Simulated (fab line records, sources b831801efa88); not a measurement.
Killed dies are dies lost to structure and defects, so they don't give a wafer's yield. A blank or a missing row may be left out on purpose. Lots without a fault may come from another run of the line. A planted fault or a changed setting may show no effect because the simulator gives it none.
fab line records | flow gf180mcu
record lots=24 wafers=72 last_day=34
route steps=602 shown M3@409 M4@462 V5@565 PASSIVATION@587
lots that met no fault: from a run of the same line without faults
start_h: hours from the record's first day to the start of the lot's first wafer shown | wait_h: hours since the lot's step before | " the same as in the row above | L1.1+2: a row that stands for several wafers | - no value, or no start given | * or withheld: withheld | < > ~ a bound
route shown NAME@n: a module of which the file shows steps, and the number in the route of the first | usual: mean/standard deviation of fault-free wafers | same: alike in all rows | chamber/n: place in a boat | sites: the reading at each site | _std_site: their standard deviation | _edge_site: outer sites' mean less inner sites' | radius_mm: how far each site lies from the wafer's centre | mask NAME#n: copy n | behind: the tool/chamber that last shaped the wafer | hold: why the lot was held/for how many hours/how that ended | device: the transistor (n, p or np) that didn't switch | end of line: the same wafers' tests at the end of the route | a step without rows: its recipe alone | killed: dies lost to structure and defects at the first sort, not the wafer's yield | map: a wafer's dies, x killed, . not, _ none there
set.NAME: the setting as run; set.NAME@STEP: as run at that earlier step | model.NAME: the simulator's own value behind a step, which no gauge read
steps of the route over a sample of lots; a table a step, a row a wafer
services: from which hour (start_h, from the record's first day; less than 0 if before it) a tool's chamber was out of use, for how many hours, and why
## steps
# step GF_M3_SPUTTER_00
# recipe material=Ti target_thk_nm=37.5 arriving_ion_energy_ev=80 substrate_temp_c=200 chamber_pressure_pa=2 power_w=4000 time_s=150
# usual throttle_valve_pct=30.6/1.1
# columns lot.wafer tool chamber start_h wait_h throttle_valve_pct
L074.1 pvd_sputter-01 - 472.03 0.1 31.1
L074.3 " - " " 29.0
L074.5 " - " " 28.8
L075.2 pvd_sputter-02 - 476.18 0.2 30.9
L075.3 " - " " 28.9
L075.5 " - " " 30.5
L076.1 pvd_sputter-04 - 478.02 0.1 30.9
L076.3 " - " " 30.6
L076.6 " - " " 30.4
L077.4 pvd_sputter-01 - 486.02 0.3 30.5
L077.5 " - " " 31.9
L077.6 " - " " 30.9
L078.1 pvd_sputter-02 - 501.92 0.1 30.8
L078.2 " - " " 30.6
L078.6 " - " " 28.9
L079.4 pvd_sputter-04 - 508.79 0.1 30.5
L079.5 " - " " 32.1
L079.6 " - " " 30.8
L080.4 pvd_sputter-01 - 525.89 0.2 30.9
L080.5 " - " " 30.9
L080.6 " - " " 30.5
L081.1 pvd_sputter-02 - 535.43 0.1 29.1
L081.3 " - " " 31.2
L081.5 " - " " 28.9
L082.3 pvd_sputter-02 - 543.39 0.2 30.5
L082.5 " - " " 30.8
L082.6 " - " " 28.7
L083.3 pvd_sputter-02 - 547.02 0.2 29.0
L083.4 " - " " 28.8
L083.5 " - " " 30.8
L084.1 pvd_sputter-01 - 562.58 0.2 31.3
L084.5 " - " " 28.9
L084.6 " - " " 32.0
L085.1 pvd_sputter-01 - 569.04 0.1 31.3
L085.2 " - " " 29.0
L085.4 " - " " 30.6
L086.1 pvd_sputter-04 - 573.77 0.1 30.8
L086.2 " - " " 30.7
L086.5 " - " " 32.2
L087.2 pvd_sputter-04 - 577.12 0.1 32.1
L087.4 " - " " 30.5
L087.6 " - " " 30.5
L088.1 pvd_sputter-04 - 590.49 0.2 30.5
L088.5 " - " " 30.6
L088.6 " - " " 32.3
L089.2 pvd_sputter-01 - 599.37 0.2 30.7
L089.4 " - " " 29.0
L089.6 " - " " 28.8
L091.4 pvd_sputter-02 - 611.08 0.1 31.2
L091.5 " - " " 30.7
L091.6 " - " " 28.8
L090.1 pvd_sputter-04 - 614.09 0.2 30.8
L090.4 " - " " 30.5
L090.5 " - " " 30.7
L092.3 pvd_sputter-01 - 614.73 0.2 30.9
L092.4 " - " " 30.8
L092.6 " - " " 28.8
L093.1 pvd_sputter-04 - 624.84 0.1 30.3
L093.4 " - " " 30.7
L093.6 " - " " 30.4
L094.1 pvd_sputter-02 - 625.84 0.1 29.1
L094.4 " - " " 30.9
L094.5 " - " " 28.8
L095.2 pvd_sputter-04 - 637.99 0.1 30.5
L095.4 " - " " 30.5
L095.5 " - " " 30.9
L096.3 pvd_sputter-01 - 644.66 0.1 31.8
L096.4 " - " " 28.9
L096.5 " - " " 31.5
L097.1 pvd_sputter-04 - 645.08 0.1 30.9
L097.2 " - " " 30.7
L097.5 " - " " 30.7
# step GF_M4_THK_MEAS_06
# recipe thk_meas_gauge=xrf reads=AlCu_of_M4_SPUTTER_02
# usual M4_ALCU_THK=445/5.3
# columns lot.wafer tool chamber start_h wait_h M4_ALCU_THK[nm]
L074.1 film_metro-03 - 523.57 0.1 451
L074.3 " - " " 449
L074.5 " - " " 445
L075.2 film_metro-03 - 527.29 0.1 451
L075.3 " - " " 453
L075.5 " - " " 451
L076.1 film_metro-03 - 529.52 0.1 442
L076.3 " - " " 441
L076.6 " - " " 440
L077.4 film_metro-03 - 536.34 0.1 442
L077.5 " - " " 445
L077.6 " - " " 448
L078.1 film_metro-03 - 551.34 0.1 447
L078.2 " - " " 445
L078.6 " - " " 439
L079.4 film_metro-03 - 557.07 0.1 446
L079.5 " - " " 444
L079.6 " - " " 450
L080.4 film_metro-01 - 573.73 0.1 438
L080.5 " - " " 441
L080.6 " - " " 434
L081.1 film_metro-03 - 582.23 0.1 448
L081.3 " - " " 451
L081.5 " - " " 440
L082.3 film_metro-03 - 590.13 0.1 450
L082.5 " - " " 450
L082.6 " - " " 450
L083.3 film_metro-01 - 593.00 0.1 437
L083.4 " - " " 434
L083.5 " - " " 436
L084.1 film_metro-03 - 609.52 0.1 442
L084.5 " - " " 444
L084.6 " - " " 439
L085.1 film_metro-01 - 614.14 0.1 446
L085.2 " - " " 436
L085.4 " - " " 436
L086.1 film_metro-01 - 617.80 0.1 451
L086.2 " - " " 452
L086.5 " - " " 450
L087.2 film_metro-03 - 621.87 0.1 443
L087.4 " - " " 436
L087.6 " - " " 435
L088.1 film_metro-01 - 634.57 0.1 449
L088.5 " - " " 445
L088.6 " - " " 439
L089.2 film_metro-01 - 643.24 0.1 440
L089.4 " - " " 440
L089.6 " - " " 439
L091.4 film_metro-01 - 655.21 0.1 444
L091.5 " - " " 444
L091.6 " - " " 446
L090.1 film_metro-03 - 657.61 0.1 453
L090.4 " - " " 449
L090.5 " - " " 451
L092.3 film_metro-03 - 658.51 0.1 452
L092.4 " - " " 450
L092.6 " - " " 452
L093.1 film_metro-03 - 668.23 0.1 451
L093.4 " - " " 445
L093.6 " - " " 445
L094.1 film_metro-03 - 669.27 0.1 448
L094.4 " - " " 448
L094.5 " - " " 448
L095.2 film_metro-03 - 680.66 0.1 445
L095.4 " - " " 445
L095.5 " - " " 445
L096.3 film_metro-01 - 686.84 0.1 449
L096.4 " - " " 450
L096.5 " - " " 449
L097.1 film_metro-03 - 687.09 0.1 445
L097.2 " - " " 446
L097.5 " - " " 443
# step GF_V5_THK_MEAS_25
# recipe thk_meas_gauge=xrf reads=W_of_V5_CVD_23
# usual V5_W_THK=361/6.4
# columns lot.wafer tool chamber start_h wait_h V5_W_THK[nm]
L074.1 film_metro-03 - 634.53 0.1 362
L074.3 " - " " 365
L074.5 " - " " 369
L075.2 film_metro-04 - 641.27 0.1 355
L075.3 " - " " 353
L075.5 " - " " 357
L076.1 film_metro-03 - 641.44 0.1 360
L076.3 " - " " 363
L076.6 " - " " 369
L077.4 film_metro-04 - 648.68 0.1 352
L077.5 " - " " 351
L077.6 " - " " 353
L078.1 film_metro-04 - 661.14 0.1 368
L078.2 " - " " 361
L078.6 " - " " 359
L079.4 film_metro-04 - 665.89 0.1 358
L079.5 " - " " 359
L079.6 " - " " 357
L080.4 film_metro-03 - 680.42 0.1 363
L080.5 " - " " 370
L080.6 " - " " 359
L081.1 film_metro-04 - 687.73 0.1 358
L081.3 " - " " 365
L081.5 " - " " 361
L082.3 film_metro-03 - 695.29 0.1 366
L082.5 " - " " 369
L082.6 " - " " 364
L083.3 film_metro-03 - 697.93 0.1 371
L083.4 " - " " 361
L083.5 " - " " 361
L084.1 film_metro-04 - 712.25 0.1 358
L084.5 " - " " 360
L084.6 " - " " 355
L085.1 film_metro-04 - 716.24 0.1 361
L085.2 " - " " 353
L085.4 " - " " 359
L086.1 film_metro-03 - 718.20 0.1 365
L086.2 " - " " 361
L086.5 " - " " 366
L087.2 film_metro-04 - 723.71 0.1 346
L087.4 " - " " 356
L087.6 " - " " 357
L088.1 film_metro-03 - 735.01 0.1 365
L088.5 " - " " 371
L088.6 " - " " 362
L089.2 film_metro-04 - 740.90 0.1 351
L089.4 " - " " 358
L089.6 " - " " 360
L091.4 film_metro-03 - 752.46 0.1 371
L091.5 " - " " 374
L091.6 " - " " 369
L090.1 film_metro-04 - 754.71 0.1 360
L090.4 " - " " 357
L090.5 " - " " 361
L092.3 film_metro-03 - 754.95 0.1 366
L092.4 " - " " 377
L092.6 " - " " 366
L093.1 film_metro-03 - 767.24 0.1 361
L093.4 " - " " 358
L093.6 " - " " 359
L094.1 film_metro-04 - 767.58 0.1 357
L094.4 " - " " 362
L094.5 " - " " 361
L095.2 film_metro-03 - 773.60 0.1 362
L095.4 " - " " 368
L095.5 " - " " 362
L096.3 film_metro-04 - 777.60 0.1 359
L096.4 " - " " 359
L096.5 " - " " 360
L097.1 film_metro-03 - 779.10 0.1 373
L097.2 " - " " 369
L097.5 " - " " 371
# step GF_V5_CMP_26
# recipe stop_on=SiO2 down_force_psi=3.5 platen_rpm=60 t_overpolish_s=15 target_thk_nm=0 pad_velocity_m_s=0.94248
# usual motor_current_A=12.2/0.72 overpolish_run_s=15.001/0.0088 slurry_filter_dp_kPa=13.49/0.15 time_to_endpoint_s=87/3.8
# columns lot.wafer tool chamber start_h wait_h motor_current_A overpolish_run_s slurry_filter_dp_kPa time_to_endpoint_s
L074.1 cmp-01 2 634.59 0.1 12.3 14.994 13.30 93
L074.3 " 0 " " 11.2 15.003 13.43 88
L074.5 " 3 " " 11.5 14.996 13.43 90
L075.3 cmp-01 1 641.42 0.1 12.9 15.026 13.48 82
L075.2 " 2 " " 13.0 14.970 13.68 85
L075.5 " 3 " " 11.1 14.996 13.38 82
L076.1 cmp-02 0 641.60 0.1 12.2 15.001 13.25 86
L076.3 " 1 " " 12.2 15.002 13.78 80
L076.6 " 2 " " 12.6 14.997 13.49 85
L077.4 cmp-01 0 648.86 0.2 10.8 14.997 13.48 88
L077.5 " 1 " " 12.7 15.002 13.43 82
L077.6 " 2 " " 12.0 15.001 13.25 91
L078.2 cmp-02 2 661.30 0.1 13.1 14.991 13.38 87
L078.1 " 3 " " 12.5 14.997 13.72 94
L078.6 " 1 " " 12.1 15.004 13.61 84
L079.4 cmp-01 2 665.92 0.0 12.7 15.002 13.54 86
L079.6 " 2 " " 13.3 14.996 13.38 84
L079.5 " 3 " " 10.8 14.983 13.64 79
L080.4 cmp-02 0 680.55 0.1 12.8 15.010 13.28 87
L080.5 " 2 " " 13.5 14.989 13.43 88
L080.6 " 3 " " 11.6 15.001 13.90 86
L081.3 cmp-02 0 687.89 0.1 12.4 14.997 13.23 89
L081.1 " 1 " " 12.3 14.998 13.30 84
L081.5 " 2 " " 12.2 15.004 13.59 86
L082.3 cmp-02 1 695.33 0.0 11.9 15.000 13.36 85
L082.5 " 1 " " 11.8 15.004 13.74 84
L082.6 " 2 " " 12.7 15.010 13.31 88
L083.4 cmp-02 3 698.26 0.3 11.7 14.992 13.24 83
L083.3 " 1 " " 12.6 14.997 13.49 80
L083.5 " 0 " " 12.8 14.989 13.32 84
L084.1 cmp-02 3 712.84 0.6 11.7 15.018 13.58 87
L084.6 " 0 " " 12.6 15.012 13.66 89
L084.5 " 1 " " 11.4 15.014 13.29 83
L085.4 cmp-02 0 716.58 0.3 12.5 15.000 13.29 91
L085.2 " 1 " " 12.7 14.988 13.62 78
L085.1 " 2 " " 12.5 14.995 13.57 86
L086.2 cmp-02 3 718.31 0.1 11.8 14.999 13.49 91
L086.1 " 1 " " 11.5 14.986 13.31 83
L086.5 " 3 " " 11.5 15.010 13.55 93
L087.2 cmp-02 3 723.81 0.1 11.7 15.002 13.41 89
L087.4 " 1 " " 12.6 15.002 13.36 85
L087.6 " 2 " " 13.2 14.992 13.54 89
L088.1 cmp-02 2 735.12 0.1 12.5 15.005 13.57 87
L088.6 " 1 " " 11.9 15.011 13.63 86
L088.5 " 2 " " 12.6 14.976 13.57 90
L089.4 cmp-02 2 741.18 0.2 12.5 15.010 13.98 88
L089.2 " 3 " " 10.6 15.002 13.28 90
L089.6 " 3 " " 11.8 15.003 13.57 95
L091.4 cmp-02 0 753.97 1.5 12.2 15.000 13.62 92
L091.5 " 0 " " 13.1 14.998 13.58 92
L091.6 " 1 " " 11.9 15.003 13.40 86
L090.1 cmp-01 0 754.89 0.2 11.6 15.001 13.56 88
L090.4 " 2 " " 13.0 15.002 13.41 87
L090.5 " 0 " " 10.7 14.999 13.83 89
L092.4 cmp-02 2 755.04 0.1 12.8 15.006 13.26 86
L092.3 " 0 " " 12.6 14.999 13.41 90
L092.6 " 1 " " 12.7 15.011 13.75 83
L093.4 cmp-02 2 767.35 0.1 12.8 15.004 13.46 83
L093.1 " 3 " " 11.7 15.008 13.49 87
L093.6 " 2 " " 13.2 14.994 13.49 84
L094.1 cmp-01 2 767.74 0.1 12.4 14.990 13.44 90
L094.4 " 3 " " 11.3 15.002 13.39 89
L094.5 " 0 " " 11.3 14.993 13.56 90
L095.2 cmp-01 2 773.73 0.1 13.3 14.995 13.44 91
L095.4 " 1 " " 12.6 15.003 13.64 88
L095.5 " 2 " " 12.2 15.006 13.36 90
L096.3 cmp-01 3 777.64 0.0 11.6 15.013 13.52 89
L096.4 " 2 " " 12.8 15.012 13.39 94
L096.5 " 3 " " 11.3 14.985 13.69 88
L097.2 cmp-02 1 779.21 0.1 11.5 15.027 13.51 82
L097.1 " 2 " " 12.5 14.995 13.74 86
L097.5 " 1 " " 12.4 14.995 13.57 82
# step GF_PASSIVATION_CVD_00
# recipe material=SiO2 target_thk_nm=1000 precursor=TEOS temp_c=400 time_s=111.95 rf_w=600
# usual heater_power_w=669/120
# columns lot.wafer tool chamber start_h wait_h heater_power_w
L074.1 pecvd-03 1 655.54 0.0 524
L074.3 " 0 " " 1007
L074.5 " 2 " " 606
L075.2 pecvd-03 0 661.96 0.0 891
L075.3 " 1 " " 563
L075.5 " 0 " " 973
L076.1 pecvd-04 1 662.26 0.0 539
L076.3 " 2 " " 710
L076.6 " 2 " " 748
L077.4 pecvd-04 0 669.79 0.0 652
L077.5 " 1 " " 603
L077.6 " 2 " " 581
L078.1 pecvd-03 0 682.00 0.0 839
L078.2 " 2 " " 563
L078.6 " 1 " " 532
L079.4 pecvd-01 1 686.78 0.0 575
L079.5 " 2 " " 683
L079.6 " 1 " " 655
L080.4 pecvd-01 1 700.95 0.0 699
L080.5 " 1 " " 571
L080.6 " 2 " " 677
L081.1 pecvd-04 0 707.47 0.0 668
L081.3 " 1 " " 567
L081.5 " 1 " " 616
L082.3 pecvd-03 0 714.97 0.0 976
L082.5 " 2 " " 483
L082.6 " 1 " " 527
L083.3 pecvd-01 0 717.54 0.0 559
L083.4 " 2 " " 768
L083.5 " 0 " " 629
L084.1 pecvd-04 2 730.87 0.0 612
L084.5 " 2 " " 702
L084.6 " 0 " " 571
L085.1 pecvd-03 0 735.72 0.0 905
L085.2 " 2 " " 519
L085.4 " 1 " " 656
L086.1 pecvd-04 0 737.31 0.0 713
L086.2 " 2 " " 707
L086.5 " 1 " " 515
L087.2 pecvd-01 0 742.59 0.0 588
L087.4 " 1 " " 580
L087.6 " 2 " " 729
L088.1 pecvd-04 2 753.31 0.0 707
L088.5 " 0 " " 685
L088.6 " 1 " " 511
L089.2 pecvd-03 2 757.39 0.0 568
L089.4 " 1 " " 661
L089.6 " 0 " " 831
L091.4 pecvd-04 1 771.38 0.0 646
L091.5 " 2 " " 742
L091.6 " 0 " " 561
L090.1 pecvd-01 0 772.56 0.0 682
L090.4 " 2 " " 723
L090.5 " 1 " " 588
L092.3 pecvd-01 0 773.72 0.0 658
L092.4 " 2 " " 738
L092.6 " 0 " " 542
L093.1 pecvd-04 2 784.17 0.0 739
L093.4 " 0 " " 737
L093.6 " 1 " " 635
L094.1 pecvd-03 2 784.45 0.0 609
L094.4 " 2 " " 482
L094.5 " 1 " " 632
L095.2 pecvd-01 1 790.81 0.0 636
L095.4 " 1 " " 685
L095.5 " 0 " " 536
L096.3 pecvd-03 0 794.67 0.0 969
L096.4 " 2 " " 603
L096.5 " 1 " " 625
L097.1 pecvd-04 1 795.84 0.0 589
L097.2 " 0 " " 643
L097.5 " 1 " " 619
# step GF_PASSIVATION_THK_MEAS_03
# recipe reads=Si3N4_of_PASSIVATION_CVD_02
# usual PASSIVATION_CVD_02_THK=699/8.4
# columns lot.wafer tool chamber start_h wait_h PASSIVATION_CVD_02_THK[nm]
L074.1 film_metro-01 - 655.97 0.1 687
L074.3 " - " " 689
L074.5 " - " " 697
L075.2 film_metro-01 - 662.40 0.2 682
L075.3 " - " " 690
L075.5 " - " " 696
L076.1 film_metro-01 - 662.69 0.1 689
L076.3 " - " " 685
L076.6 " - " " 707
L077.4 film_metro-04 - 670.21 0.0 699
L077.5 " - " " 700
L077.6 " - " " 700
L078.1 film_metro-01 - 682.42 0.1 683
L078.2 " - " " 691
L078.6 " - " " 701
L079.4 film_metro-01 - 687.24 0.0 712
L079.5 " - " " 704
L079.6 " - " " 711
L080.4 film_metro-01 - 701.41 0.0 696
L080.5 " - " " 695
L080.6 " - " " 698
L081.1 film_metro-03 - 707.90 0.1 696
L081.3 " - " " 694
L081.5 " - " " 694
L082.3 film_metro-01 - 715.42 0.2 688
L082.5 " - " " 699
L082.6 " - " " 699
L083.3 film_metro-03 - 717.98 0.2 691
L083.4 " - " " 708
L083.5 " - " " 708
L084.1 film_metro-01 - 731.29 0.1 694
L084.5 " - " " 707
L084.6 " - " " 707
L085.1 film_metro-01 - 736.15 0.1 697
L085.2 " - " " 705
L085.4 " - " " 709
L086.1 film_metro-03 - 737.79 0.2 685
L086.2 " - " " 692
L086.5 " - " " 709
L087.2 film_metro-03 - 743.03 0.2 699
L087.4 " - " " 699
L087.6 " - " " 710
L088.1 film_metro-03 - 753.74 0.1 701
L088.5 " - " " 714
L088.6 " - " " 702
L089.2 film_metro-01 - 757.82 0.2 690
L089.4 " - " " 707
L089.6 " - " " 712
L091.4 film_metro-01 - 771.80 0.0 717
L091.5 " - " " 709
L091.6 " - " " 705
L090.1 film_metro-04 - 773.01 0.2 693
L090.4 " - " " 695
L090.5 " - " " 702
L092.3 film_metro-03 - 774.21 0.2 696
L092.4 " - " " 699
L092.6 " - " " 701
L093.1 film_metro-01 - 784.60 0.1 702
L093.4 " - " " 693
L093.6 " - " " 720
L094.1 film_metro-04 - 784.87 0.1 701
L094.4 " - " " 696
L094.5 " - " " 708
L095.2 film_metro-01 - 791.26 0.2 705
L095.4 " - " " 710
L095.5 " - " " 710
L096.3 film_metro-04 - 795.12 0.2 693
L096.4 " - " " 699
L096.5 " - " " 708
L097.1 film_metro-04 - 796.26 0.1 691
L097.2 " - " " 698
L097.5 " - " " 709
## services
# columns tool chamber start_h hours kind
cmp-02 - 452.22 1.3 repair
cmp-01 - 455.97 0.5 repair
pvd_sputter-04 - 465.43 1.5 repair
cmp-01 - 474.55 0.8 repair
pecvd-03 - 483.46 1.4 repair
cmp-02 - 495.84 5.4 pm
cmp-02 - 504.08 0.8 repair
pecvd-03 - 512.38 0.8 repair
pecvd-03 - 518.92 1.6 repair
cmp-02 - 531.72 1.3 repair
pecvd-03 0 546.11 15.6 repair
pvd_sputter-04 - 556.84 7.5 repair
cmp-01 - 572.13 4.0 pm
pecvd-04 - 592.44 3.0 repair
cmp-02 - 609.13 4.4 repair
cmp-02 - 612.42 1.9 repair
pecvd-03 2 622.47 18.0 repair
cmp-02 - 627.82 0.2 repair
cmp-02 - 631.86 1.9 repair
cmp-02 - 661.89 4.4 repair
cmp-02 - 744.27 4.0 pm
cmp-02 - 761.13 3.2 repair
pecvd-04 - 772.20 6.0 pm
pvd_sputter-04 - 795.68 0.7 repair
## key
fault none
